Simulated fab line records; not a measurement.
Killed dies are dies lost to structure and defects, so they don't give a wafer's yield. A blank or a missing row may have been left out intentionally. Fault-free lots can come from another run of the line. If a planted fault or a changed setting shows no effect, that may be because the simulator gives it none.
8D (eight disciplines) problem report, filled in by code    flow sfq-line    the parts of the form that need people (team, actions taken, sign-off) are left out

## 1. THE PROBLEM
Wafers without a fault read 182.3 W, standard deviation 0.62; rf-fwd-power-W at SFQ_TRILAYER_I3_DEP_PECVD_081 reads a mean of 211.5 W on 3 wafers belonging to 2 lots. Measured from the usual mean, that is +47 standard deviations.
The step: deposits SiO2 from SiH4/N2O, time 111.11 s, target thk 500 nm.
Seen first at day 39 00:54 on pecvd-03, wafer L695.4. Wafers with a number at this step in the record: 42, from 14 lots. Rule for "out" (also "out of limits"): further than 4 standard deviations from the usual mean. The other wafers with a number count as sound.

## 2. WHAT IT IS; WHAT IT IS NOT
question                     is                      is not
which readings at this step  rf-fwd-power-W          heater-power-w, throttle-valve-pct
which lots                   L695, L697              L687, L688, L689, L700, L701, L702, L703, L704, L705, L707, L708, L709
which wafers of those lots   L695.4, L697.1, L697.6  L695.1, L695.3, L697.5
read on which tools          pecvd-03                pecvd-02, pecvd-04
when                         from day 39 00:54       up to then (11 sound wafers); but 28 sound wafers of L697, L700, L701, L702, L703, L704, L705, L707, L708, L709 came after

## 3. THE SUSPECTS, EACH WITH WHAT RULES IT OUT
Counting: if a tool at a process step up to the reading ran every lot that is out, it stays a suspect. Sound lots after the first of them don't rule it out here, since some wafers of a struck lot are sound.
- pecvd-03 at SFQ_TRILAYER_I3_DEP_PECVD_081 (deposits SiO2 from SiH4/N2O, time 111.11 s, target thk 500 nm): kept. It ran every lot that is out, first L695 (day 39 00:54); its last sound lot up to then is L688 (day 27 19:07). Its own readings are out on those wafers: rf-fwd-power-W.
- In pecvd-03 at SFQ_TRILAYER_I3_DEP_PECVD_081, the wafers that are out were processed in chamber 2 and their sound lot-mates in chambers 0, 1.
The count leaves pecvd-03 at SFQ_TRILAYER_I3_DEP_PECVD_081.

## 4. THE CAUSE (what the simulator had put in)
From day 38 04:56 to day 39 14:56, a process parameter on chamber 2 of pecvd-03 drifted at SFQ_TRILAYER_I3_DEP_PECVD_081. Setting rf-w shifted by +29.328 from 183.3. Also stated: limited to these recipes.
Only this tool survived the counting.

## 5. THE EFFECT CHAIN, in route order
Each row: a reading whose mean over the struck wafers that have a number lies more than 3 standard deviations from the usual. Readings are gone through only where the record gives a usual standard deviation; hours: the median, over the lots, of the time from a lot's start at the first step in this table giving one to that lot's start at this step; sigmas: the change measured in usual standard deviations.
hours  step                           reading         usual    on struck wafers  change  sigmas
0      SFQ_TRILAYER_I3_DEP_PECVD_081  rf-fwd-power-W  182.3 W  211.5             +29.2   +47
The process steps in it:
- SFQ_TRILAYER_I3_DEP_PECVD_081: deposits SiO2 from SiH4/N2O, time 111.11 s, target thk 500 nm.
Later steps that measure or inspect, where all struck wafers having a row at the step show a number for every such reading and not one has moved that far: SFQ_I3_OVL_MEAS_923.

## 6. WHAT WOULD HAVE CAUGHT IT SOONER
In this record the first reading out of limits was taken at day 39 00:54, 20 hours after the fault began at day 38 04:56.
